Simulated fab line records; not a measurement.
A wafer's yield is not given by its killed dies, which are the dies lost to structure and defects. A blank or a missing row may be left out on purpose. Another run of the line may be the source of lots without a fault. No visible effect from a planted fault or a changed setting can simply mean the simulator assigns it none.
fab line records / flow sky130
[record] lots = 4 wafers = 12 lastDay = 50
route steps=708 shown POLY_CUT@317 SD_P@320 RES_XHIGH@332 SD_N@342 PAD_OPEN@708
lots that met no fault: taken from a fault-free run of the same line
startH: hours from the record's opening day to when the first of the lot's shown wafers began / waitH: how many hours have passed since the lot's step before this one / " the same as in the row above / L1.1+2: several wafers, shown together as one row / - no value, or no start given / * or withheld: withheld / < > ~ a bound
route shown NAME@n: a module of which the file shows steps, and the number in the route of the first / usual: mean and standard deviation over wafers with no fault / same: alike in all rows / chamber/n: place in a boat / sites: each site's reading / _std_site: standard deviation of those values / _edge_site: inner sites' mean taken away from outer sites' mean / radiusMm: how far each site lies from the wafer's centre / mask NAME#n: copy n / behind: tool/chamber where the wafer was last shaped / hold: what put the lot on hold/how long, in hours/how the hold closed / device: names the non-switching transistor (n, p or np) / end of line: at the end of the route, the tests of the same wafers / a step given without rows: its recipe and nothing more / killed: the dies lost at the first sort to structure and to defects; this is not the yield of the wafer / map: a wafer's dies, x killed, . not, _ none there
set.NAME: setting as actually run; set.NAME@STEP: the setting as run at that earlier step / model.NAME: the simulator's own value behind a step, which no gauge read
lots seen at some steps along the route; tables by step, rows by wafer
services: when a tool's chamber went out of use (startH, in hours from the record's first day, below 0 if earlier), for how many hours, and the reason
[[steps]]
[step SKY_POLY_CUT_ETCH_10]
[recipe] chemistry = N2/H2 target = BARC ionEnergyEv = 200 sourceW = 500 biasW = 100 pressureMtorr = 30 n2FlowSccm = 100 h2FlowSccm = 200 stopOn = SiO2 timeS = 45.9 targetDepthA = 600
[step SKY_POLY_CUT_ETCH_11]
[recipe] target = Si3N4 chemistry = CF4/CH2F2/Ar stopOn = poly-Si sourceW = 600 biasW = 150 pressureMtorr = 40 cf4FlowSccm = 40 ch2f2FlowSccm = 20 Ar_flow_sccm = 150 timeS = 42.5 targetDepthA = 600
[step SKY_POLY_CUT_STRIP_12]
[recipe] chemistry = O2/N2 powerW = 1400 pressureMtorr = 1500 platenTempC = withheld o2FlowSccm = 3000 n2FlowSccm = 300 overashFraction = 0.5
[step SKY_SD_P_DEHYDRATE_00]
[recipe] tempC = 200 timeS = 60
[step SKY_SD_P_HMDS_01]
[recipe] primeTimeS = 60 primeTempC = 120
[step SKY_SD_P_COAT_02]
[recipe] resist = NOVOLAK spinRpm = 3000 resistThkNm = 1140
[step SKY_SD_P_SOFTBAKE_03]
[recipe] tempC = 90 timeS = 60 resist = NOVOLAK
[step SKY_SD_P_EXPOSE_04]
[recipe] maskId = PSDM na = 0.6 sourceShape = conventional sigmaOuter = 0.6 polarization = unpolarized targetCdNm = 380 doseMj = 138
[step SKY_SD_P_PEB_05]
[recipe] tempC = withheld timeS = * resist = NOVOLAK
[step SKY_SD_P_DEVELOP_06]
[recipe] resist = NOVOLAK developer = TMAH developTimeS = 60 devTempC = 23
[step SKY_SD_P_IMPLANT_09]
[recipe] species = BF2 energyKev = 20 doseCm2 = 3e+15 tiltDeg = 0
[usual] beamEnergyKeV = 19.999/0.0063 doseIonsCm2 = 3e+15/3.4e+12
lot.wafer=L617.3 tool=implanter-02 chamber=0 startH=692.68 waitH=0.1 beamEnergyKeV=24.590 doseIonsCm2=2.997e+15 model.implant.rpNm=20.93 model.implant.drpNm=11.27
lot.wafer=L617.5 tool=implanter-02 chamber=0 startH=692.68 waitH=0.1 beamEnergyKeV=24.591 doseIonsCm2=2.997e+15 model.implant.rpNm=20.93 model.implant.drpNm=11.27
lot.wafer=L617.6 tool=implanter-02 chamber=0 startH=692.68 waitH=0.1 beamEnergyKeV=24.595 doseIonsCm2=2.998e+15 model.implant.rpNm=20.93 model.implant.drpNm=11.27
lot.wafer=L618.1 tool=implanter-02 chamber=0 startH=695.67 waitH=0.0 beamEnergyKeV=24.602 doseIonsCm2=2.994e+15 model.implant.rpNm=20.97 model.implant.drpNm=11.27
lot.wafer=L618.3 tool=implanter-02 chamber=0 startH=695.67 waitH=0.0 beamEnergyKeV=24.596 doseIonsCm2=2.999e+15 model.implant.rpNm=20.97 model.implant.drpNm=11.27
lot.wafer=L618.5 tool=implanter-02 chamber=0 startH=695.67 waitH=0.0 beamEnergyKeV=24.595 doseIonsCm2=3.002e+15 model.implant.rpNm=20.97 model.implant.drpNm=11.27
lot.wafer=L626.1 tool=implanter-04 chamber=0 startH=763.38 waitH=0.0 beamEnergyKeV=19.990 doseIonsCm2=3e+15 model.implant.rpNm=16.97 model.implant.drpNm=9.746
lot.wafer=L626.4 tool=implanter-04 chamber=0 startH=763.38 waitH=0.0 beamEnergyKeV=19.998 doseIonsCm2=3.002e+15 model.implant.rpNm=16.97 model.implant.drpNm=9.746
lot.wafer=L626.6 tool=implanter-04 chamber=0 startH=763.38 waitH=0.0 beamEnergyKeV=19.997 doseIonsCm2=3e+15 model.implant.rpNm=16.97 model.implant.drpNm=9.746
lot.wafer=L627.1 tool=implanter-02 chamber=0 startH=763.68 waitH=0.0 beamEnergyKeV=19.994 doseIonsCm2=3.004e+15 model.implant.rpNm=17.61 model.implant.drpNm=9.746
lot.wafer=L627.4 tool=implanter-02 chamber=0 startH=763.68 waitH=0.0 beamEnergyKeV=19.990 doseIonsCm2=3.003e+15 model.implant.rpNm=17.61 model.implant.drpNm=9.746
lot.wafer=L627.6 tool=implanter-02 chamber=0 startH=763.68 waitH=0.0 beamEnergyKeV=19.997 doseIonsCm2=3.001e+15 model.implant.rpNm=17.61 model.implant.drpNm=9.746
[step SKY_SD_P_STRIP_10]
[recipe] chemistry = O2/N2 powerW = 1400 pressureMtorr = 1500 platenTempC = withheld o2FlowSccm = 3000 n2FlowSccm = 300 overashFraction = 0.5
[usual] drypumpMotorCurrentA = 5.7/0.49 oesProductAu = 0.618/0.0045 stripTimeToEndpointS = 17.52/0.038
lot.wafer=L617.3 tool=plasmaAsher-01 chamber=0 startH=692.81 waitH=0.1 drypumpMotorCurrentA=6.1 oesProductAu=0.594 rfHoursCounterH=- stripTimeToEndpointS=18.23
lot.wafer=L617.5 tool=plasmaAsher-01 chamber=1 startH=692.81 waitH=0.1 drypumpMotorCurrentA=5.4 oesProductAu=0.599 rfHoursCounterH=- stripTimeToEndpointS=18.22
lot.wafer=L617.6 tool=plasmaAsher-01 chamber=0 startH=692.81 waitH=0.1 drypumpMotorCurrentA=6.1 oesProductAu=0.610 rfHoursCounterH=- stripTimeToEndpointS=18.21
lot.wafer=L618.1 tool=plasmaAsher-01 chamber=1 startH=695.82 waitH=0.1 drypumpMotorCurrentA=5.4 oesProductAu=0.607 rfHoursCounterH=96 stripTimeToEndpointS=18.27
lot.wafer=L618.3 tool=plasmaAsher-01 chamber=0 startH=695.82 waitH=0.1 drypumpMotorCurrentA=6.1 oesProductAu=0.596 rfHoursCounterH=- stripTimeToEndpointS=18.29
lot.wafer=L618.5 tool=plasmaAsher-01 chamber=1 startH=695.82 waitH=0.1 drypumpMotorCurrentA=5.4 oesProductAu=0.604 rfHoursCounterH=- stripTimeToEndpointS=18.25
lot.wafer=L626.1 tool=plasmaAsher-01 chamber=1 startH=763.53 waitH=0.1 drypumpMotorCurrentA=5.4 oesProductAu=0.618 rfHoursCounterH=2 stripTimeToEndpointS=17.57
lot.wafer=L626.4 tool=plasmaAsher-01 chamber=0 startH=763.53 waitH=0.1 drypumpMotorCurrentA=6.1 oesProductAu=0.623 rfHoursCounterH=- stripTimeToEndpointS=17.52
lot.wafer=L626.6 tool=plasmaAsher-01 chamber=0 startH=763.53 waitH=0.1 drypumpMotorCurrentA=6.1 oesProductAu=0.615 rfHoursCounterH=- stripTimeToEndpointS=17.56
lot.wafer=L627.1 tool=plasmaAsher-02 chamber=0 startH=763.83 waitH=0.1 drypumpMotorCurrentA=6.4 oesProductAu=0.613 rfHoursCounterH=34 stripTimeToEndpointS=17.49
lot.wafer=L627.4 tool=plasmaAsher-02 chamber=0 startH=763.83 waitH=0.1 drypumpMotorCurrentA=6.4 oesProductAu=0.622 rfHoursCounterH=- stripTimeToEndpointS=17.47
lot.wafer=L627.6 tool=plasmaAsher-02 chamber=1 startH=763.83 waitH=0.1 drypumpMotorCurrentA=6.3 oesProductAu=0.620 rfHoursCounterH=- stripTimeToEndpointS=17.51
[step SKY_SD_P_TW_MEAS_11]
[usual] SD_P_TW = 2851/13
lot.wafer=L617.3 tool=filmMetro-01 chamber=- startH=692.90 waitH=0.1 SD_P_TW=3006
lot.wafer=L617.5 tool=filmMetro-01 chamber=- startH=692.90 waitH=0.1 SD_P_TW=3006
lot.wafer=L617.6 tool=filmMetro-01 chamber=- startH=692.90 waitH=0.1 SD_P_TW=3015
lot.wafer=L618.1 tool=filmMetro-02 chamber=- startH=695.92 waitH=0.1 SD_P_TW=3000
lot.wafer=L618.3 tool=filmMetro-02 chamber=- startH=695.92 waitH=0.1 SD_P_TW=3008
lot.wafer=L618.5 tool=filmMetro-02 chamber=- startH=695.92 waitH=0.1 SD_P_TW=3023
lot.wafer=L626.1 tool=filmMetro-01 chamber=- startH=763.63 waitH=0.1 SD_P_TW=2858
lot.wafer=L626.4 tool=filmMetro-01 chamber=- startH=763.63 waitH=0.1 SD_P_TW=2862
lot.wafer=L626.6 tool=filmMetro-01 chamber=- startH=763.63 waitH=0.1 SD_P_TW=2844
lot.wafer=L627.1 tool=filmMetro-02 chamber=- startH=763.93 waitH=0.1 SD_P_TW=2842
lot.wafer=L627.4 tool=filmMetro-02 chamber=- startH=763.93 waitH=0.1 SD_P_TW=2858
lot.wafer=L627.6 tool=filmMetro-02 chamber=- startH=763.93 waitH=0.1 SD_P_TW=2847
[step SKY_RES_XHIGH_DEHYDRATE_00]
[recipe] tempC = 200 timeS = 60
[step SKY_RES_XHIGH_HMDS_01]
[recipe] primeTimeS = 60 primeTempC = 120
[step SKY_RES_XHIGH_COAT_02]
[recipe] resist = NOVOLAK spinRpm = 3000 resistThkNm = 1140
[step SKY_RES_XHIGH_SOFTBAKE_03]
[recipe] tempC = 90 timeS = 60 resist = NOVOLAK
[step SKY_RES_XHIGH_EXPOSE_04]
[recipe] maskId = URPM na = 0.6 sourceShape = conventional sigmaOuter = 0.6 polarization = unpolarized targetCdNm = 1270 doseMj = 140
[step SKY_RES_XHIGH_PEB_05]
[recipe] tempC = withheld timeS = * resist = NOVOLAK
[step SKY_RES_XHIGH_DEVELOP_06]
[recipe] resist = NOVOLAK developer = TMAH developTimeS = 60 devTempC = 23
[step SKY_RES_XHIGH_IMPLANT_07]
[recipe] species = BF2 energyKev = 20 doseCm2 = 3.6e+14 tiltDeg = 0
[step SKY_RES_XHIGH_STRIP_08]
[recipe] chemistry = O2/N2 powerW = 1400 pressureMtorr = 1500 platenTempC = withheld o2FlowSccm = 3000 n2FlowSccm = 300 overashFraction = 0.5
[step SKY_SD_N_DEHYDRATE_00]
[recipe] tempC = 200 timeS = 60
[step SKY_SD_N_HMDS_01]
[recipe] primeTimeS = 60 primeTempC = 120
[step SKY_SD_N_COAT_02]
[recipe] resist = NOVOLAK spinRpm = 3000 resistThkNm = 1140
[step SKY_SD_N_SOFTBAKE_03]
[recipe] tempC = 90 timeS = 60 resist = NOVOLAK
[step SKY_SD_N_EXPOSE_04]
[recipe] maskId = NSDM na = 0.6 sourceShape = conventional sigmaOuter = 0.6 polarization = unpolarized targetCdNm = 380 doseMj = 141
[step SKY_SD_N_PEB_05]
[recipe] tempC = withheld timeS = * resist = NOVOLAK
[step SKY_SD_N_DEVELOP_06]
[recipe] resist = NOVOLAK developer = TMAH developTimeS = 60 devTempC = 23
[step SKY_SD_N_IMPLANT_09]
[recipe] species = As energyKev = 50 doseCm2 = 4e+15 tiltDeg = 0
[step SKY_SD_N_IMPLANT_10]
[recipe] species = P energyKev = 20 doseCm2 = 1e+14 tiltDeg = 0
[step SKY_SD_N_STRIP_11]
[recipe] chemistry = O2/N2 powerW = 1400 pressureMtorr = 1500 platenTempC = withheld o2FlowSccm = 3000 n2FlowSccm = 300 overashFraction = 0.5
[step SKY_SD_N_CLEAN_13]
[recipe] chemistry = SC1/SC2 mix = 1:4:20 tempC = 70 timeS = 150 dry = n2Spin
[step SKY_SD_N_RTA_14]
[recipe] tempC = 1075 timeS = 2 idleTempC = 650 rampUpCPerS = 150 rampDownCPerS = 90 ambient = N2
[step SKY_SD_N_RS_MEAS_17]
[recipe] thkMeasGauge = four-point-probe
[usual] SD_P_RS = 147.1/0.36
lot.wafer=L617.3 tool=filmMetro-04 chamber=- startH=748.63 waitH=0.1 SD_P_RS[ohm/sq]=133.1
lot.wafer=L617.5 tool=filmMetro-04 chamber=- startH=748.63 waitH=0.1 SD_P_RS[ohm/sq]=133.2
lot.wafer=L617.6 tool=filmMetro-04 chamber=- startH=748.63 waitH=0.1 SD_P_RS[ohm/sq]=133.1
lot.wafer=L618.1 tool=filmMetro-01 chamber=- startH=752.05 waitH=0.1 SD_P_RS[ohm/sq]=133.0
lot.wafer=L618.3 tool=filmMetro-01 chamber=- startH=752.05 waitH=0.1 SD_P_RS[ohm/sq]=133.0
lot.wafer=L618.5 tool=filmMetro-01 chamber=- startH=752.05 waitH=0.1 SD_P_RS[ohm/sq]=133.1
lot.wafer=L626.1 tool=filmMetro-02 chamber=- startH=818.53 waitH=0.1 SD_P_RS[ohm/sq]=146.7
lot.wafer=L626.4 tool=filmMetro-02 chamber=- startH=818.53 waitH=0.1 SD_P_RS[ohm/sq]=146.9
lot.wafer=L626.6 tool=filmMetro-02 chamber=- startH=818.53 waitH=0.1 SD_P_RS[ohm/sq]=146.8
lot.wafer=L627.1 tool=filmMetro-02 chamber=- startH=819.18 waitH=0.1 SD_P_RS[ohm/sq]=146.4
lot.wafer=L627.4 tool=filmMetro-02 chamber=- startH=819.18 waitH=0.1 SD_P_RS[ohm/sq]=146.5
lot.wafer=L627.6 tool=filmMetro-02 chamber=- startH=819.18 waitH=0.1 SD_P_RS[ohm/sq]=146.7
[step SKY_PAD_OPEN_PROBE_99]
[usual] killed_at_M0_to_M3 = 43/7.4 killed_at_M4_up = 3.1/1.9 killedAtContacts = 25/5.4 killedAtFrontEnd = 15/4.3 killedAtOther = 0.3/0.54 killedDies = 86/10 killedOnRim = 17/4 killedOpen = 46/7.4 killedShort = 40/7
[same] grossDies = 492 killedAtBackSide = 0
lot.wafer=L617.3 tool=prober-01 chamber=- startH=1151.08 waitH=0.2 killed_at_M0_to_M3=49 killed_at_M4_up=2 killedAtContacts=25 killedAtFrontEnd=17 killedAtOther=0 killedDies=93 killedOnRim=23 killedOpen=44 killedShort=49 model.etest.pfet_01v8.rOnOhmUm=2767 model.etest.resPdiff.lineOhmUm=1273 model.etest.resPdiffHv.rsOhmSq=172.3 model.etest.resPdiff.rsOhmSq=180.7 model.etest.pfet_01v8.driveUaUm=202.9 model.etest.pfet_01v8_hvt.driveUaUm=153.1 model.etest.sramPfetLatch.driveUaUm=149.1 model.etest.pfet_01v8.offLog10AUm=-9.331
lot.wafer=L617.5 tool=prober-01 chamber=- startH=1151.18 waitH=0.2 killed_at_M0_to_M3=52 killed_at_M4_up=0 killedAtContacts=38 killedAtFrontEnd=10 killedAtOther=0 killedDies=100 killedOnRim=22 killedOpen=59 killedShort=41 model.etest.pfet_01v8.rOnOhmUm=2756 model.etest.resPdiff.lineOhmUm=1257 model.etest.resPdiffHv.rsOhmSq=174.2 model.etest.resPdiff.rsOhmSq=182 model.etest.pfet_01v8.driveUaUm=202.5 model.etest.pfet_01v8_hvt.driveUaUm=152.3 model.etest.sramPfetLatch.driveUaUm=150.1 model.etest.pfet_01v8.offLog10AUm=-9.591
lot.wafer=L617.6 tool=prober-01 chamber=- startH=1151.23 waitH=0.2 killed_at_M0_to_M3=45 killed_at_M4_up=0 killedAtContacts=25 killedAtFrontEnd=13 killedAtOther=1 killedDies=84 killedOnRim=21 killedOpen=53 killedShort=30 model.etest.pfet_01v8.rOnOhmUm=2787 model.etest.resPdiff.lineOhmUm=1258 model.etest.resPdiffHv.rsOhmSq=174.4 model.etest.resPdiff.rsOhmSq=181.5 model.etest.pfet_01v8.driveUaUm=201.4 model.etest.pfet_01v8_hvt.driveUaUm=151 model.etest.sramPfetLatch.driveUaUm=149.2 model.etest.pfet_01v8.offLog10AUm=-9.404
lot.wafer=L618.1 tool=prober-02 chamber=- startH=1152.24 waitH=0.1 killed_at_M0_to_M3=46 killed_at_M4_up=5 killedAtContacts=16 killedAtFrontEnd=19 killedAtOther=0 killedDies=86 killedOnRim=22 killedOpen=41 killedShort=45 model.etest.pfet_01v8.rOnOhmUm=2808 model.etest.resPdiff.lineOhmUm=1232 model.etest.resPdiffHv.rsOhmSq=173.2 model.etest.resPdiff.rsOhmSq=179.8 model.etest.pfet_01v8.driveUaUm=199 model.etest.pfet_01v8_hvt.driveUaUm=150 model.etest.sramPfetLatch.driveUaUm=149.9 model.etest.pfet_01v8.offLog10AUm=-9.619
lot.wafer=L618.3 tool=prober-02 chamber=- startH=1152.34 waitH=0.2 killed_at_M0_to_M3=44 killed_at_M4_up=3 killedAtContacts=26 killedAtFrontEnd=11 killedAtOther=0 killedDies=84 killedOnRim=13 killedOpen=38 killedShort=46 model.etest.pfet_01v8.rOnOhmUm=2790 model.etest.resPdiff.lineOhmUm=1255 model.etest.resPdiffHv.rsOhmSq=170.9 model.etest.resPdiff.rsOhmSq=181.7 model.etest.pfet_01v8.driveUaUm=200.1 model.etest.pfet_01v8_hvt.driveUaUm=148.6 model.etest.sramPfetLatch.driveUaUm=145.9 model.etest.pfet_01v8.offLog10AUm=-9.558
lot.wafer=L618.5 tool=prober-02 chamber=- startH=1152.44 waitH=0.2 killed_at_M0_to_M3=37 killed_at_M4_up=1 killedAtContacts=30 killedAtFrontEnd=19 killedAtOther=0 killedDies=87 killedOnRim=14 killedOpen=42 killedShort=45 model.etest.pfet_01v8.rOnOhmUm=2774 model.etest.resPdiff.lineOhmUm=1269 model.etest.resPdiffHv.rsOhmSq=172.2 model.etest.resPdiff.rsOhmSq=180.4 model.etest.pfet_01v8.driveUaUm=203.5 model.etest.pfet_01v8_hvt.driveUaUm=151.2 model.etest.sramPfetLatch.driveUaUm=150 model.etest.pfet_01v8.offLog10AUm=-9.383
lot.wafer=L626.1 tool=prober-02 chamber=- startH=1193.99 waitH=0.1 killed_at_M0_to_M3=42 killed_at_M4_up=2 killedAtContacts=24 killedAtFrontEnd=15 killedAtOther=1 killedDies=84 killedOnRim=14 killedOpen=39 killedShort=45 model.etest.pfet_01v8.rOnOhmUm=2904 model.etest.resPdiff.lineOhmUm=1384 model.etest.resPdiffHv.rsOhmSq=195.1 model.etest.resPdiff.rsOhmSq=200.7 model.etest.pfet_01v8.driveUaUm=190.8 model.etest.pfet_01v8_hvt.driveUaUm=142.9 model.etest.sramPfetLatch.driveUaUm=144.3 model.etest.pfet_01v8.offLog10AUm=-9.58
lot.wafer=L626.4 tool=prober-02 chamber=- startH=1194.14 waitH=0.2 killed_at_M0_to_M3=38 killed_at_M4_up=3 killedAtContacts=26 killedAtFrontEnd=10 killedAtOther=0 killedDies=77 killedOnRim=22 killedOpen=49 killedShort=28 model.etest.pfet_01v8.rOnOhmUm=2881 model.etest.resPdiff.lineOhmUm=1376 model.etest.resPdiffHv.rsOhmSq=196.9 model.etest.resPdiff.rsOhmSq=202.5 model.etest.pfet_01v8.driveUaUm=191.8 model.etest.pfet_01v8_hvt.driveUaUm=144.2 model.etest.sramPfetLatch.driveUaUm=140.6 model.etest.pfet_01v8.offLog10AUm=-9.62
lot.wafer=L626.6 tool=prober-02 chamber=- startH=1194.24 waitH=0.2 killed_at_M0_to_M3=29 killed_at_M4_up=3 killedAtContacts=30 killedAtFrontEnd=10 killedAtOther=0 killedDies=72 killedOnRim=14 killedOpen=45 killedShort=27 model.etest.pfet_01v8.rOnOhmUm=2910 model.etest.resPdiff.lineOhmUm=1379 model.etest.resPdiffHv.rsOhmSq=195.1 model.etest.resPdiff.rsOhmSq=201.1 model.etest.pfet_01v8.driveUaUm=191.3 model.etest.pfet_01v8_hvt.driveUaUm=142.3 model.etest.sramPfetLatch.driveUaUm=146.1 model.etest.pfet_01v8.offLog10AUm=-9.628
lot.wafer=L627.1 tool=prober-01 chamber=- startH=1197.40 waitH=0.1 killed_at_M0_to_M3=35 killed_at_M4_up=2 killedAtContacts=21 killedAtFrontEnd=15 killedAtOther=2 killedDies=75 killedOnRim=19 killedOpen=38 killedShort=37 model.etest.pfet_01v8.rOnOhmUm=2842 model.etest.resPdiff.lineOhmUm=1378 model.etest.resPdiffHv.rsOhmSq=193 model.etest.resPdiff.rsOhmSq=197.4 model.etest.pfet_01v8.driveUaUm=200 model.etest.pfet_01v8_hvt.driveUaUm=148 model.etest.sramPfetLatch.driveUaUm=144.5 model.etest.pfet_01v8.offLog10AUm=-8.989
lot.wafer=L627.4 tool=prober-01 chamber=- startH=1197.55 waitH=0.2 killed_at_M0_to_M3=42 killed_at_M4_up=4 killedAtContacts=27 killedAtFrontEnd=19 killedAtOther=1 killedDies=93 killedOnRim=19 killedOpen=54 killedShort=36 model.etest.pfet_01v8.rOnOhmUm=2825 model.etest.resPdiff.lineOhmUm=1338 model.etest.resPdiffHv.rsOhmSq=189.3 model.etest.resPdiff.rsOhmSq=195.3 model.etest.pfet_01v8.driveUaUm=199.1 model.etest.pfet_01v8_hvt.driveUaUm=148.4 model.etest.sramPfetLatch.driveUaUm=150.1 model.etest.pfet_01v8.offLog10AUm=-8.99
lot.wafer=L627.6 tool=prober-01 chamber=- startH=1197.65 waitH=0.2 killed_at_M0_to_M3=38 killed_at_M4_up=4 killedAtContacts=30 killedAtFrontEnd=17 killedAtOther=0 killedDies=89 killedOnRim=21 killedOpen=51 killedShort=36 model.etest.pfet_01v8.rOnOhmUm=2807 model.etest.resPdiff.lineOhmUm=1363 model.etest.resPdiffHv.rsOhmSq=191.3 model.etest.resPdiff.rsOhmSq=197.1 model.etest.pfet_01v8.driveUaUm=202.4 model.etest.pfet_01v8_hvt.driveUaUm=149.4 model.etest.sramPfetLatch.driveUaUm=153.3 model.etest.pfet_01v8.offLog10AUm=-8.986
// killed by level:class
L617.3 VIA1:geometricParticle:open=9 CONTACT:geometricParticle:open=8 VIA2:geometricParticle:open=7 LOCAL_INTERCONNECT:geometricParticle:short=6 VIA1:geometricParticle:short=6 LI_CONTACT:geometricParticle:short=5 METAL1:geometricParticle:short=5 METAL3:geometricParticle:short=5
L617.5 CONTACT:geometricParticle:open=15 VIA1:geometricParticle:open=14 LI_CONTACT:geometricParticle:open=8 LI_CONTACT:geometricParticle:short=6 METAL1:geometricParticle:short=6 VIA1:geometricParticle:short=6 VIA2:geometricParticle:open=5 LOCAL_INTERCONNECT:geometricParticle:short=4
L617.6 VIA1:geometricParticle:open=13 LI_CONTACT:geometricParticle:open=8 CONTACT:geometricParticle:open=8 VIA2:geometricParticle:open=7 VIA3:geometricParticle:open=5 POLY_GATE:geometricParticle:open=4 POLY_GATE:geometricParticle:short=4 LI_CONTACT:geometricParticle:short=4
L618.1 VIA1:geometricParticle:short=10 VIA1:geometricParticle:open=8 LI_CONTACT:geometricParticle:open=7 VIA3:geometricParticle:open=7 FIELD_ISO:geometricParticle:short=6 METAL2:geometricParticle:short=6 METAL1:geometricParticle:short=6 POLY_GATE:geometricParticle:short=5
L618.3 METAL2:geometricParticle:short=10 VIA1:geometricParticle:open=9 CONTACT:geometricParticle:short=8 CONTACT:geometricParticle:open=7 LOCAL_INTERCONNECT:geometricParticle:short=6 VIA3:geometricParticle:open=6 POLY_GATE:geometricParticle:open=4 VIA2:geometricParticle:short=4
L618.5 VIA1:geometricParticle:open=10 METAL2:geometricParticle:short=9 CONTACT:geometricParticle:open=8 CONTACT:geometricParticle:short=7 LOCAL_INTERCONNECT:geometricParticle:short=6 POLY_GATE:geometricParticle:short=5 FIELD_ISO:geometricParticle:open=4 FIELD_ISO:geometricParticle:short=4
L626.1 METAL1:geometricParticle:short=10 CONTACT:geometricParticle:open=8 FIELD_ISO:geometricParticle:short=7 VIA1:geometricParticle:open=6 LI_CONTACT:geometricParticle:open=5 CONTACT:geometricParticle:short=5 VIA2:geometricParticle:open=5 METAL2:geometricParticle:short=4
L626.4 VIA1:geometricParticle:open=12 LI_CONTACT:geometricParticle:open=9 CONTACT:geometricParticle:open=9 VIA2:geometricParticle:open=6 POLY_GATE:geometricParticle:open=4 METAL1:geometricParticle:short=4 VIA2:geometricParticle:short=4 CONTACT:geometricParticle:short=3
L626.6 CONTACT:geometricParticle:open=13 VIA1:geometricParticle:open=7 LI_CONTACT:geometricParticle:open=7 METAL1:geometricParticle:short=6 LI_CONTACT:geometricParticle:short=4 CONTACT:geometricParticle:short=3 VIA2:geometricParticle:open=3 FIELD_ISO:geometricParticle:short=2
L627.1 CONTACT:geometricParticle:open=9 VIA1:geometricParticle:open=9 METAL1:geometricParticle:short=8 FIELD_ISO:geometricParticle:open=5 CONTACT:geometricParticle:short=5 VIA2:geometricParticle:open=5 FIELD_ISO:geometricParticle:short=4 METAL2:geometricParticle:short=4
L627.4 VIA1:geometricParticle:open=12 CONTACT:geometricParticle:open=11 LI_CONTACT:geometricParticle:open=8 METAL2:geometricParticle:short=8 FIELD_ISO:geometricParticle:short=6 VIA3:geometricParticle:open=5 METAL1:geometricParticle:short=4 POLY_GATE:geometricParticle:short=3
L627.6 CONTACT:geometricParticle:open=15 LI_CONTACT:geometricParticle:open=8 VIA1:geometricParticle:open=8 METAL1:geometricParticle:short=5 POLY_GATE:geometricParticle:open=5 VIA2:geometricParticle:open=5 FIELD_ISO:geometricParticle:short=4 METAL2:geometricParticle:short=4
[[services]]
tool=implanter-04 chamber=- startH=698.42 hours=2.3 kind=pm
tool=implanter-04 chamber=- startH=708.04 hours=26.1 kind=pm
tool=plasmaAsher-01 chamber=- startH=733.75 hours=9.0 kind=pm
tool=plasmaAsher-01 chamber=0 startH=733.75 hours=9.0 kind=ventCycle
tool=plasmaAsher-01 chamber=1 startH=733.75 hours=9.0 kind=ventCycle
tool=plasmaAsher-02 chamber=- startH=738.53 hours=1.2 kind=repair
tool=plasmaAsher-01 chamber=0 startH=742.75 hours=- kind=clean
tool=plasmaAsher-01 chamber=1 startH=742.75 hours=- kind=clean
tool=implanter-04 chamber=- startH=746.81 hours=3.6 kind=repair
[[key]]
[firstSign] step = SKY_SD_P_IMPLANT_09 reading = beamEnergyKeV direction = up sigmas = 99+ usual = * struck = *
[effect] step = SKY_SD_P_STRIP_10 reading = stripTimeToEndpointS direction = up sigmas = 19 usual = * struck = *
[effect] step = SKY_SD_P_TW_MEAS_11 reading = SD_P_TW direction = up sigmas = 12 usual = 2851 struck = 3010
[effect] step = SKY_SD_N_RS_MEAS_17 reading = SD_P_RS direction = down sigmas = 39 usual = 147.1 struck = 133.1
[modelEffect] step = SKY_SD_P_IMPLANT_09 value = implant.rpNm without = 17.79 struck = 20.95
[modelEffect] step = SKY_PAD_OPEN_PROBE_99 value = etest.pfet_01v8.rOnOhmUm without = 2902 struck = 2780
metAt SKY_SD_P_IMPLANT_09
struckWafers L617.3,L617.5,L617.6,L618.1,L618.3,L618.5
testerLeftOut L617,L618
[fault] kind = processParameterDrift tool = implanter-02 chamber = - onsetH = 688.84 steps = SKY_SD_P_IMPLANT_09 channel = energyKev offset = * shape = step endH = 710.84 actsIn = * stated = *
// testerLeftOut: of these lots the tester's yield and bins aren't shown, on N5 and GAA mostly nor the transistor test; their killed dies are dies lost to structure and defects alone, not to doping, threshold or leakage, so they don't give the yield
